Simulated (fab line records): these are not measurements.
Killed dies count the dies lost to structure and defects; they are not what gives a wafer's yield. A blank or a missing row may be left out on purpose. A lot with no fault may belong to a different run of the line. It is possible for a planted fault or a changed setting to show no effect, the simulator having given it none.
Comparing a struck lot with a sound one :: flow sfq line :: 37 out of 325 route steps
Sound: wafers L435.1, L435.2, L435.3. The struck wafers were L445.3, L445.5, L445.6. The cause comes at the end.
Per side, at each step with rows, come the tool, then ch with its chambers, and then its first start. Under that, the readings that differ: sound wafers :: struck wafers :: difference of the means :: sigmas: that difference in standard deviations of wafers without a fault.
alike: same words and numbers on both sides, and readings whose means sit less than 2 such deviations apart. not compared: any withheld reading, any reading some wafer has no value for, any bound like >300 that may hide the same value, and any number with overlapping values for which the record gives no deviation.
A row with sigmas, a row that says differs or no value, or rows on one side alone: a step with any of these is where the two part. Numbers that have no deviation but don't overlap get no sigmas and don't part them. Lack of a reading on every wafer of one side parts them only where that side has two or more wafers.

SFQ_R5_THK_MEAS_934: measures by xrf.
  sound on film metro-03, day 49 21:50; struck on film metro-03, day 54 20:01
  alike: R5_MONX_THK
then, 6 steps without rows for these wafers: SFQ_TRILAYER_R5_LITHO_COAT_141 (resist thk 62 nm); SFQ_TRILAYER_R5_LITHO_COAT_136 (resist thk 600 nm); SFQ_TRILAYER_R5_LITHO_SOFTBAKE_140; SFQ_TRILAYER_R5_LITHO_EXPOSE_137 (exposes mask R5, target cd 500 nm); SFQ_TRILAYER_R5_LITHO_PEB_139 (peb time 60 s); SFQ_TRILAYER_R5_LITHO_DEVELOP_138 (time 60 s).
-- the record jumps here: 5 days lie between the struck wafers' starts before and after --
SFQ_R5_OVL_MEAS_935:
  sound on overlay-02, day 55 22:13; struck on overlay-01, day 60 06:12
  alike: R5_OVL
then, 1 step without rows for these wafers: SFQ_TRILAYER_R5_BARC_OPEN_METAL_ETCH_177 (etches BARC in O2, target depth 125 nm, time 41.7 s).
SFQ_TRILAYER_R5_ETCH_METAL_ETCH_139: etches the open film in Cl2, stops on SiO2, target depth 60 nm, time 40 s.
  sound on rie metal-04 ch 0,1, day 55 22:19; struck on rie metal-04 ch 0,1, day 60 06:19
  alike: drypump motor current A, oes product au
  not compared: rf hours counter h
then, 2 steps without rows for these wafers: SFQ_TRILAYER_R5_STRIP_STRIP_140 (strips in O2); SFQ_TRILAYER_R5_STRIP_SOLV_CLEAN_141 (cleans in NMP, time 600 s).
SFQ_TRILAYER_A5C_DEP_PECVD_142: deposits SiO2 from SiH4/N2O, time 15.556 s, target thk 70 nm.
  sound on pecvd-01 ch 0,1,2, day 55 23:09; struck on pecvd-02 ch 0,1,2, day 60 07:07
reading: model.SiO2_of_TRILAYER_A5C_DEP_PECVD_142.thk nm (nm)
sound: 68.82 68.88 68.19
struck: 71.78 73.75 73.4
difference: +4.35
sigmas: 
  alike: heater power w, throttle valve pct
then, 6 steps without rows for these wafers: SFQ_TRILAYER_I5_LITHO_COAT_149 (resist thk 62 nm); SFQ_TRILAYER_I5_LITHO_COAT_144 (resist thk 650 nm); SFQ_TRILAYER_I5_LITHO_SOFTBAKE_148; SFQ_TRILAYER_I5_LITHO_EXPOSE_145 (exposes mask I5, target cd 700 nm); SFQ_TRILAYER_I5_LITHO_PEB_147 (peb time 60 s); SFQ_TRILAYER_I5_LITHO_DEVELOP_146 (time 60 s).
-- the record jumps here: 5 days lie between the struck wafers' starts before and after --
SFQ_I5_OVL_MEAS_936:
  sound on overlay-02, day 61 05:52; struck on overlay-01, day 65 06:00
  alike: I5_OVL
SFQ_TRILAYER_I5_BARC_OPEN_VIA_ETCH_200: etches BARC in O2, target depth 125 nm, time 41.7 s.
  sound on rie diel-03 ch 1,2,3, day 61 05:54; struck on rie diel-01 ch 0,2, day 65 06:02
  alike: drypump motor current A, oes product au
  not compared: rf hours counter h
then, 1 step without rows for these wafers: SFQ_TRILAYER_I5_ETCH_VIA_ETCH_147 (etches the open film in CHF3, stops on Nb, target depth 360 nm).
SFQ_TRILAYER_I5_STRIP_STRIP_148: strips in O2.
  sound on rie metal-02 ch 0,1, day 61 06:05; struck on rie metal-03 ch 0,1, day 65 06:25
  alike: drypump motor current A, oes product au
  not compared: rf hours counter h
then, 7 steps without rows for these wafers: SFQ_TRILAYER_I5_STRIP_SOLV_CLEAN_149 (cleans in NMP, time 600 s); SFQ_TRILAYER_C5_LITHO_COAT_156 (resist thk 62 nm); SFQ_TRILAYER_C5_LITHO_COAT_151 (resist thk 650 nm); SFQ_TRILAYER_C5_LITHO_SOFTBAKE_155; SFQ_TRILAYER_C5_LITHO_EXPOSE_152 (exposes mask C5, target cd 500 nm); SFQ_TRILAYER_C5_LITHO_PEB_154 (peb time 60 s); SFQ_TRILAYER_C5_LITHO_DEVELOP_153 (time 60 s).
SFQ_C5_OVL_MEAS_937:
  sound on overlay-01, day 61 10:58; struck on overlay-02, day 65 09:15
  alike: C5_OVL
SFQ_TRILAYER_C5_BARC_OPEN_VIA_ETCH_210: etches BARC in O2, target depth 125 nm, time 41.7 s.
  sound on rie diel-01 ch 1,2,3, day 61 11:00; struck on rie diel-02 ch 1,2,3, day 65 09:17
  alike: drypump motor current A, oes product au
  not compared: rf hours counter h
SFQ_TRILAYER_C5_ETCH_VIA_ETCH_154: etches SiO2 in CHF3, stops on Nb, target depth 84 nm.
  sound on rie diel-01 ch 1,2,3, day 61 11:02; struck on rie diel-02 ch 1,2,3, day 65 09:19
reading: oes product au (a.u.)
sound: 0.883 0.886 0.881
struck: 0.908 0.922 0.925
difference: +0.035
sigmas: +4

reading: model.C5.feature depth nm (nm)
sound: 68.82 68.88 68.19
struck: 71.78 73.75 73.4
difference: +4.35
sigmas: 

reading: model.etch.depth nm (nm)
sound: 68.82 68.88 68.19
struck: 71.78 73.75 73.4
difference: +4.35
sigmas: 
  alike: drypump motor current A
SFQ_TRILAYER_C5_STRIP_STRIP_155: strips in O2.
  sound on rie metal-02 ch 0,1, day 61 11:05; struck on rie metal-02 ch 0,1, day 65 09:34
  alike: drypump motor current A, oes product au
  not compared: rf hours counter h
then, 1 step without rows for these wafers: SFQ_TRILAYER_C5_STRIP_SOLV_CLEAN_156 (cleans in NMP, time 600 s).
SFQ_TRILAYER_M6_DEP_PRE_CLEAN_158: time 22.5 s.
  sound on pvd sputter-03, day 61 11:52; struck on pvd sputter-05, day 65 10:08
reading: model.SiO2_of_TRILAYER_A5C_DEP_PECVD_142.thk nm (nm)
sound: 61.32 61.38 60.69
struck: 64.28 66.25 65.9
difference: +4.35
sigmas: 
then, 1 step without rows for these wafers: SFQ_TRILAYER_M6_DEP_SPUTTER_157 (material Nb, target thk 200 nm, time 133.3 s).

== WHERE THEY PART ==
SFQ_TRILAYER_C5_ETCH_VIA_ETCH_154 only, going by this record. Later steps at which nothing parts them and some readings are alike: SFQ_TRILAYER_C5_STRIP_STRIP_155.

WHY: whatever the simulator had introduced
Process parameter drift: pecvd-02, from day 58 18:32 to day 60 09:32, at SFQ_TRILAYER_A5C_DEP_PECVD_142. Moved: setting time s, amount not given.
